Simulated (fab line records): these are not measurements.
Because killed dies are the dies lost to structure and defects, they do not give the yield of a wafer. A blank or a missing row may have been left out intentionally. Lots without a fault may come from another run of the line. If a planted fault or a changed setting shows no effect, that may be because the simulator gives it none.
Struck lot and sound lot, side by side :: flow gf180mcu :: 14 steps out of a route of 602
Sound: these wafers, L898.3, L898.4, L898.6. Struck: wafer L907.1. (L907.2, L907.6 of the same lot were not struck and are left out.) The cause comes at the end.
Per side, at each step with rows, come the tool, then ch with its chambers, and then its first start. Under that, the readings that differ: sound wafers :: struck wafers :: difference of the means :: sigmas: that difference in standard deviations of wafers without a fault.
alike: words and numbers the same on both sides, and readings whose means are apart by under 2 such deviations; not compared: readings that were withheld, readings missing a value for some wafer, numbers with overlapping values and no deviation given by the record, and bounds like >300 which may hide the same value.
Wherever a step has rows on one side only, a row that says differs or no value, or a row with sigmas, the two part there. Numbers that have no deviation but don't overlap get no sigmas and don't part them. Lack of a reading on every wafer of one side parts them only where that side has two or more wafers.

first, 4 steps without rows for these wafers: GF_V2_SOFTBAKE_10 (time 60 s); GF_V2_EXPOSE_11 (exposes mask Via2, target cd 260 nm); GF_V2_PEB_12 (peb time 90 s); GF_V2_DEVELOP_13 (develop time 60 s).
GF_V2_CD_MEAS_14: the cd target is 260 nm.
  sound on cdSem-01 at day 21 14:59; struck on cdSem-02 at day 25 00:14
  alike: cdNm
GF_V2_OVL_MEAS_15:
  sound on overlay-02 at day 21 15:05; struck on overlay-02 at day 25 00:22
  alike: V2_OVL
GF_V2_ETCH_16: etches BARC in N2/H2.
  sound on rieDiel-02 ch 0,1, day 21 15:06; struck on rieDiel-03 ch 0, day 25 00:24
reading: chamberPressureMTorr (mTorr)
sound: 30.013 30.025 30.036
struck: 29.956
difference: -0.069
sigmas: -3
  alike: drypumpMotorCurrentA, oesProductAu, throttleValvePct
GF_V2_ETCH_17: etches SiO2 in C4F8/O2/Ar, stops on TiN, target depth 630 nm.
  sound on rieDiel-02 ch 0,1; struck on rieDiel-03 ch 0
  alike: chamberPressureMTorr, oesProductAu
GF_V2_STRIP_18: strips in O2/N2.
  sound on plasmaAsher-01 ch 0,1, day 21 15:16; struck on plasmaAsher-04 ch 0, day 25 00:32
reading: rfHoursCounterH (h)
sound: - - -
struck: 83
difference: no value on the sound wafers
sigmas: 
  alike: chamberPressureMTorr, drypumpMotorCurrentA, heaterPowerW, oesProductAu
then, 2 steps without rows for these wafers: GF_V2_STRIP_19 (strips in post etch residue remover, time 1200 s); GF_V2_CLEAN_20 (cleans in DIW).
GF_V2_SPUTTER_21: material Ti, target thk 15 nm, time 80.02 s.
  sound on pvdSputter-04 at day 21 15:51; struck on pvdSputter-04 at day 25 01:04
  alike: throttleValvePct
GF_V2_SPUTTER_22: material TiN, target thk 10 nm, time 40 s.
  sound on pvdSputter-04 at day 21 15:55; struck on pvdSputter-04 at day 25 01:07
reading: model.TiN_of_V2_SPUTTER_22.thkNm (nm)
sound: 9.826 9.984 9.889
struck: 5.314
difference: -4.586
sigmas: 
  alike: throttleValvePct
GF_V2_CVD_23: deposits W, target thk 350 nm, time 104.94 s.
  sound on cvdW-02 ch 0, day 21 16:01; struck on cvdW-01 ch 1, day 25 01:10
  alike: heaterPowerW

## WHERE THEY PART
At GF_V2_ETCH_16 first; at GF_V2_STRIP_18 last (within this record only). Later steps at which nothing parts them and some readings are alike: GF_V2_SPUTTER_21, GF_V2_SPUTTER_22, GF_V2_CVD_23.

WHY: what the simulator had put in
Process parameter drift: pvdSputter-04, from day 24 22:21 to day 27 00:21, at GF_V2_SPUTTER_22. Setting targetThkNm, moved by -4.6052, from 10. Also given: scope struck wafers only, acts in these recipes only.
